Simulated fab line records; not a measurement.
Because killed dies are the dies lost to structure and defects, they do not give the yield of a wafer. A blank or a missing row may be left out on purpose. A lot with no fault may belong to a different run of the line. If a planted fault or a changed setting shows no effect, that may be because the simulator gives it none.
2 desks, one fault / flow gf180mcu / what lay behind the numbers comes last; until then each desk has only its own

THE TOOL OWNER'S DESK: implanter-02
For each lot that ran on this tool, the mean over its sampled wafers that have a number, from the tool's own readings at GF_MVSD_IMPLANT_08. A lot is out of limits, marked OUT, if its mean lies more than 4 standard deviations from the usual mean; the brackets give that distance.
Columns: A = beam_on_s at GF_MVSD_IMPLANT_08, usual 9.98 s; B = tilt_deg at GF_MVSD_IMPLANT_08, usual 0.000 degrees
lot=L740; first seen here=day 4 16:41; A=9.99; B=-0.008
lot=L741; first seen here=day 4 23:07; A=9.94; B=0.014
lot=L746; first seen here=day 6 03:22; A=9.99; B=11.982 (+99 or more) OUT
lot=L750; first seen here=day 7 01:35; A=9.80; B=11.976 (+99 or more) OUT
lot=L760; first seen here=day 9 13:44; A=10.12; B=-0.023
lot=L761; first seen here=day 9 19:10; A=9.84; B=0.019
This desk finds L746, L750 out of limits, L746 being first, at day 6 03:22 (tilt_deg at GF_MVSD_IMPLANT_08). Within limits: L740, L741, L760, L761.

AT THE METROLOGY DESK
What the gauges read for every lot (on any tool): the sampled wafers with a number, averaged. A lot is out of limits, marked OUT, if its mean lies more than 4 standard deviations from the usual mean; the brackets give that distance.
Columns: A = STI_OXIDATION_THK at GF_STI_THK_MEAS_02, usual 9.96 nm; B = MVSD_TW at GF_MVSD_TW_MEAS_11, usual 1575; C = MVSD_RS at GF_VT_IMPLANT_RS_MEAS_46, usual 456.5 ohm/sq; D = DUAL_GATE_OXIDATION_00_THK at GF_DUAL_GATE_THK_MEAS_03, usual 10.96 nm
lot=L740; first seen here=day 1 17:25; A=10.32; B=1564; C=457.3; D=11.00
lot=L741; first seen here=day 1 22:21; A=9.98; B=1574; C=457.4; D=11.20
lot=L742; first seen here=day 2 02:46; A=10.04; B=1557; C=458.0; D=10.82
lot=L746; first seen here=day 2 22:31; A=9.73; B=1754 (+8.9) OUT; C=-; D=10.59
lot=L748; first seen here=day 3 09:38; A=9.63; B=1617; C=456.0; D=10.66
lot=L749; first seen here=day 3 14:05; A=9.68; B=1583; C=456.3; D=10.96
lot=L750; first seen here=day 3 18:44; A=9.77; B=1741 (+8.3) OUT; C=-; D=10.93
lot=L752; first seen here=day 4 05:28; A=10.14; B=1562; C=456.4; D=11.14
lot=L756; first seen here=day 5 00:59; A=10.01; B=1568; C=457.1; D=10.76
lot=L758; first seen here=day 5 10:31; A=10.14; B=1567; C=456.5; D=10.97
lot=L760; first seen here=day 5 20:38; A=10.08; B=1607; C=454.9; D=10.91
lot=L761; first seen here=day 6 01:31; A=9.90; B=1614; C=455.8; D=10.92
This desk's result: L746, L750 out of limits, first on L746 (MVSD_TW at GF_MVSD_TW_MEAS_11), day 6 03:46. Within limits: L740, L741, L742, L748, L749, L752, L756, L758, L760, L761.

BROUGHT TOGETHER
The tool owner's desk had the chance to raise an alarm at day 6 03:22 on L746, L750.
Metrology desk: alarm possible at day 6 03:46 on L746, L750.
All the named lots went through GF_MVSD_IMPLANT_08 on implanter-02.

WHAT THE SIMULATOR PUT IN
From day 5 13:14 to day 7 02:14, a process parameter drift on implanter-02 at GF_MVSD_IMPLANT_08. Setting tilt_deg, moved by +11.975, from 0. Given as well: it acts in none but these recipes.
Shown lots that were struck: L746, L750.
Hours from the fault's start to each desk's first reading out of limits: the tool owner's desk, 14; the metrology desk, 15.
